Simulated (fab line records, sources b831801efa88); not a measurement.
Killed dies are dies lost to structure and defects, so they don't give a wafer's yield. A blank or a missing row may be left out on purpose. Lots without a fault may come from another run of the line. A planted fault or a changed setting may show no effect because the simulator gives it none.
Which tool did it? | flow gf180mcu | 12 lots, 36 wafers sampled, at 5 steps of a route of 602

WHAT THE GAUGES READ, wafer by wafer
GF_NSD_TW_MEAS_12.
lot  | measured     | on            | NSD_TW
L515 | day 13 19:59 | film_metro-03 | 4271 4296 4290
L519 | day 14 15:28 | film_metro-02 | 4289 4291 4273
L520 | day 15 10:34 | film_metro-01 | 4255 4229 4244
L522 | day 15 22:35 | film_metro-03 | 4278 4262 4298
L524 | day 16 12:13 | film_metro-02 | 4310 4288 4278
L527 | day 17 16:34 | film_metro-03 | 4307 4290 4313
L528 | day 17 22:56 | film_metro-02 | 4251 4286 4259
L529 | day 18 06:47 | film_metro-02 | 4265 4243 4256
L533 | day 19 21:07 | film_metro-02 | 4278 4256 4261
L536 | day 20 19:38 | film_metro-03 | 4264 4316 4297
L537 | day 20 23:09 | film_metro-03 | 4300 4305 4315
L538 | day 21 09:57 | film_metro-03 | 4260 4274 4279

GF_PSD_RS_MEAS_14: measures by four-point-probe.
lot  | measured     | on            | NSD_RS (ohm/sq)
L515 | day 14 17:34 | film_metro-03 | 46.42 46.34 46.32
L519 | day 15 13:07 | film_metro-02 | 46.36 46.38 46.48
L520 | day 16 08:41 | film_metro-03 | 46.48 46.57 46.47
L522 | day 16 21:07 | film_metro-03 | 46.47 46.55 46.45
L524 | day 17 10:45 | film_metro-02 | 46.49 46.46 46.59
L527 | day 18 16:55 | film_metro-03 | 50.61 50.61 50.64
L528 | day 18 23:57 | film_metro-01 | 50.63 50.71 50.81
L529 | day 19 07:25 | film_metro-01 | 46.37 46.39 46.44
L533 | day 20 21:21 | film_metro-03 | 46.49 46.48 46.49
L536 | day 21 19:57 | film_metro-03 | 46.24 46.25 46.30
L537 | day 21 23:23 | film_metro-02 | 46.46 46.36 46.31
L538 | day 22 09:55 | film_metro-01 | 46.32 46.43 46.40

GF_PSD_RS_MEAS_15: measures by four-point-probe.
lot  | measured     | on            | PSD_RS (ohm/sq)
L515 | day 14 17:41 | film_metro-03 | 108.21 108.22 108.14
L519 | day 15 13:14 | film_metro-02 | 108.60 108.31 108.35
L520 | day 16 08:49 | film_metro-03 | 108.54 108.84 108.93
L522 | day 16 21:14 | film_metro-03 | 108.45 108.26 108.35
L524 | day 17 10:52 | film_metro-02 | 108.62 108.71 108.83
L527 | day 18 17:02 | film_metro-03 | 131.37 131.77 131.12
L528 | day 19 00:04 | film_metro-01 | 131.52 131.80 131.86
L529 | day 19 07:32 | film_metro-01 | 108.68 108.50 108.69
L533 | day 20 21:28 | film_metro-03 | 108.65 108.65 108.79
L536 | day 21 20:04 | film_metro-03 | 107.97 107.61 107.69
L537 | day 21 23:30 | film_metro-02 | 108.49 108.35 108.34
L538 | day 22 10:02 | film_metro-01 | 108.62 108.20 108.44

WHICH TOOL RAN EACH LOT (tool, then ch and the chambers of the sampled wafers, then the start)
lot  | GF_PSD_STRIP_10                      | GF_PSD_RTA_13
L515 | plasma_asher-03 ch 0,1, day 14 17:16 | rtp_anneal-01 ch 0, day 14 17:29
L519 | plasma_asher-04 ch 0,1, day 15 12:48 | rtp_anneal-02 ch 0, day 15 13:01
L520 | plasma_asher-01 ch 0,1, day 16 08:23 | rtp_anneal-02 ch 0, day 16 08:36
L522 | plasma_asher-01 ch 0,1, day 16 20:49 | rtp_anneal-01 ch 0, day 16 21:02
L524 | plasma_asher-03 ch 0,1, day 17 10:27 | rtp_anneal-02 ch 0, day 17 10:39
L527 | plasma_asher-03 ch 0,1, day 18 16:37 | rtp_anneal-02 ch 0, day 18 16:50
L528 | plasma_asher-01 ch 0,1, day 18 23:33 | rtp_anneal-02 ch 0, day 18 23:47
L529 | plasma_asher-03 ch 0,1, day 19 07:07 | rtp_anneal-01 ch 0, day 19 07:20
L533 | plasma_asher-01 ch 0,1, day 20 21:03 | rtp_anneal-01 ch 0, day 20 21:15
L536 | plasma_asher-04 ch 0,1, day 21 19:39 | rtp_anneal-01 ch 0, day 21 19:52
L537 | plasma_asher-01 ch 0,1, day 21 23:05 | rtp_anneal-01 ch 0, day 21 23:18
L538 | plasma_asher-03 ch 0,1, day 22 09:35 | rtp_anneal-01 ch 0, day 22 09:48
- GF_PSD_STRIP_10: strips in O2/N2.
- GF_PSD_RTA_13: time 20 s.

WHAT THE TOOLS THEMSELVES READ (means of the sampled wafers that have a number; where no wafer has one, the mark that the record gives instead)
GF_PSD_STRIP_10.
lot  | tool            | drypump_motor_current_A (A) | heater_power_w (W) | oes_product_au (a.u.) | strip_time_to_endpoint_s (s)
L515 | plasma_asher-03 | 5.6                         | 370                | 0.591                 | 16.49
L519 | plasma_asher-04 | 5.8                         | 333                | 0.591                 | 16.53
L520 | plasma_asher-01 | 5.5                         | 333                | 0.590                 | 16.53
L522 | plasma_asher-01 | 5.2                         | 334                | 0.592                 | 16.55
L524 | plasma_asher-03 | 5.6                         | 380                | 0.591                 | 16.54
L527 | plasma_asher-03 | 5.6                         | 373                | 0.589                 | 16.54
L528 | plasma_asher-01 | 5.5                         | 343                | 0.593                 | 16.46
L529 | plasma_asher-03 | 5.7                         | 361                | 0.593                 | 16.53
L533 | plasma_asher-01 | 5.5                         | 342                | 0.591                 | 16.50
L536 | plasma_asher-04 | 5.8                         | 335                | 0.594                 | 16.50
L537 | plasma_asher-01 | 5.2                         | 340                | 0.586                 | 16.52
L538 | plasma_asher-03 | 5.6                         | 371                | 0.591                 | 16.53

GF_PSD_RTA_13.
lot  | tool          | lamp_power_pct (%) | wafer_temp_C_max
L515 | rtp_anneal-01 | 36                 | 1032.0
L519 | rtp_anneal-02 | 28                 | 1028.3
L520 | rtp_anneal-02 | 28                 | 1028.9
L522 | rtp_anneal-01 | 36                 | 1030.6
L524 | rtp_anneal-02 | 28                 | 1028.6
L527 | rtp_anneal-02 | 26                 | 995.2
L528 | rtp_anneal-02 | 26                 | 995.1
L529 | rtp_anneal-01 | 36                 | 1031.3
L533 | rtp_anneal-01 | 36                 | 1030.3
L536 | rtp_anneal-01 | 36                 | 1029.3
L537 | rtp_anneal-01 | 36                 | 1030.1
L538 | rtp_anneal-01 | 36                 | 1030.6

THE ANSWER, worked out from the rows above alone
Rule: what is usual is taken from the lots themselves. Put in order of their means at a reading, lots are off if they are a third of the lots or fewer, leave a main group of 4 or more, and stand apart from it by a gap of 3 or more times the standard deviation of the main group's means; of several such gaps the widest counts. A main group whose means are all the same, to the digits that the tables above print for the reading, isn't used. A lot without any number at a reading at which 4 lots or more have one is off too. The other lots that the step has rows for count as sound. The gauges are gone through in route order, then the tools' own readings, and for those a lot's mean is taken as printed above. The first step at which some lot is off is used, and at that step the reading that is off furthest; a lot without a number counts as furthest.
Off: L527, L528, at GF_PSD_RS_MEAS_14 (NSD_RS). The main group: mean 46.42 ohm/sq, standard deviation 0.076.
A tool fits if, at a process step before that reading, it ran every lot that is off, and no sound lot after the first of them. The gauges at GF_PSD_RS_MEAS_14 aren't tried: what is off there is off at GF_PSD_RTA_13 too, on other tools, and a gauge's error can't cause that. One fits: rtp_anneal-02 at GF_PSD_RTA_13. Its last sound lot is L524 (day 17 10:39), its first lot that is off L527 (day 18 16:50): a fault that began between those two fits.
The tool's own readings at GF_PSD_RTA_13 bear it out: on the lots that are off they differ by more than 5 times the standard deviation of the sound lots' means. wafer_temp_C_max reads 995.2 there against 1030.0 on the sound lots.

WHAT THE SIMULATOR HAD PUT IN
Process parameter drift: rtp_anneal-02, from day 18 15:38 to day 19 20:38, at GF_PSD_RTA_13. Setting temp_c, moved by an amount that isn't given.
Lots struck among those shown: L527, L528. The rule above found the same.
